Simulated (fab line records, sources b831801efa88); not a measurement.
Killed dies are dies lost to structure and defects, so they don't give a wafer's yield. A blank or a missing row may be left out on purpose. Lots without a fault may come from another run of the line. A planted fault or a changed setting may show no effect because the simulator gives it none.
A struck lot beside a sound one | flow sfq_line | 14 steps out of a route of 325
Sound: wafers L679.2, L679.3, L679.6. Struck: wafer L684.2. (L684.5 of the same lot was not struck and is left out.) The cause comes at the end.
At each step with rows: each side's tool, then ch and its chambers, then its first start. Under that, the readings that differ: sound wafers | struck wafers | difference of the means | sigmas: that difference in standard deviations of wafers without a fault.
alike: readings whose means differ by less than 2 such deviations, and words and numbers that are the same on both sides. not compared: withheld readings, readings that some wafer has no value for, bounds like >300 that may hide the same value, and numbers for which the record gives no deviation and whose values overlap.
The two part at a step that has a row with sigmas, a row that says differs or no value, or rows on one side only. Numbers that don't overlap but have no deviation are shown without sigmas and don't part them. A reading that every wafer of one side lacks parts them only if that side has two wafers or more.

first, 6 steps without rows for these wafers: SFQ_TRILAYER_M6_LITHO_COAT_164 (resist thk 62 nm); SFQ_TRILAYER_M6_LITHO_COAT_159 (resist thk 600 nm); SFQ_TRILAYER_M6_LITHO_SOFTBAKE_163; SFQ_TRILAYER_M6_LITHO_EXPOSE_160 (exposes mask M6, target cd 500 nm); SFQ_TRILAYER_M6_LITHO_PEB_162 (peb time 60 s); SFQ_TRILAYER_M6_LITHO_DEVELOP_161 (time 60 s).
SFQ_M6_OVL_MEAS_940:
  sound on overlay-01, day 82 12:16; struck on overlay-01, day 83 19:38
  alike: M6_OVL
SFQ_TRILAYER_M6_BARC_OPEN_METAL_ETCH_206: etches BARC in O2, target depth 125 nm, time 41.7 s.
  sound on rie_metal-01 ch 1, day 82 12:19; struck on rie_metal-02 ch 1, day 83 19:41
  reading                     | sound       | struck | difference | sigmas
  drypump_motor_current_A (A) | 5.4 5.4 5.4 | 6.5    | +1.1       | +2
  alike: oes_product_au
  not compared: rf_hours_counter_h
SFQ_TRILAYER_M6_ETCH_METAL_ETCH_162: etches Nb in Cl2/Ar, stops on SiO2, target depth 240 nm, time 120 s.
  sound on rie_metal-01 ch 1, day 82 12:28; struck on rie_metal-02 ch 1, day 83 19:50
  reading                     | sound       | struck | difference | sigmas
  drypump_motor_current_A (A) | 5.3 5.4 5.4 | 6.5    | +1.1       | +2
  alike: oes_product_au
  not compared: rf_hours_counter_h
SFQ_TRILAYER_M6_STRIP_STRIP_163: strips in O2.
  sound on rie_metal-01 ch 1, day 82 12:52; struck on rie_metal-02 ch 1, day 83 20:14
  reading                     | sound             | struck | difference | sigmas
  drypump_motor_current_A (A) | 5.4 5.4 5.4       | 6.4    | +1.0       | +2
  oes_product_au (a.u.)       | 1.014 1.004 1.012 | 0.990  | -0.020     | -2
  not compared: rf_hours_counter_h
then, 1 step without rows for these wafers: SFQ_TRILAYER_M6_STRIP_SOLV_CLEAN_164 (cleans in NMP, time 600 s).
SFQ_TRILAYER_I6_DEP_PECVD_165: deposits SiO2 from SiH4/N2O, time 111.11 s, target thk 500 nm.
  sound on pecvd-03 ch 0,1,2, day 82 14:03; struck on pecvd-03 ch 1, day 83 21:25
  reading                                             | sound             | struck | difference | sigmas
  run_length_s (s)                                    | 138.9 138.5 138.3 | 114.4  | -24.2      | -37
  model.SiO2_of_TRILAYER_I6_DEP_PECVD_165.thk_nm (nm) | 500.1 497.9 508.4 | 386.5  | -115.6     |
  alike: heater_power_outer_w, heater_power_w, throttle_valve_pct
SFQ_TRILAYER_I6_CMP_CMP_166: polishes SiO2.
  sound on cmp-01 ch 1,3, day 82 14:07; struck on cmp-01 ch 0, day 83 23:47
  reading                | sound       | struck | difference | sigmas
  time_to_endpoint_s (s) | 216 221 226 | 140    | -81        | -10
  alike: motor_current_A
SFQ_I6_BOW_MEAS_941:
  sound on film_metro-02, day 82 17:08; struck on film_metro-03, day 84 02:19
  alike: I6_BOW

WHERE THEY PART
First at SFQ_TRILAYER_M6_BARC_OPEN_METAL_ETCH_206; last, within this record, at SFQ_TRILAYER_I6_CMP_CMP_166. Later steps at which nothing parts them and some readings are alike: SFQ_I6_BOW_MEAS_941.

WHY: what the simulator had put in
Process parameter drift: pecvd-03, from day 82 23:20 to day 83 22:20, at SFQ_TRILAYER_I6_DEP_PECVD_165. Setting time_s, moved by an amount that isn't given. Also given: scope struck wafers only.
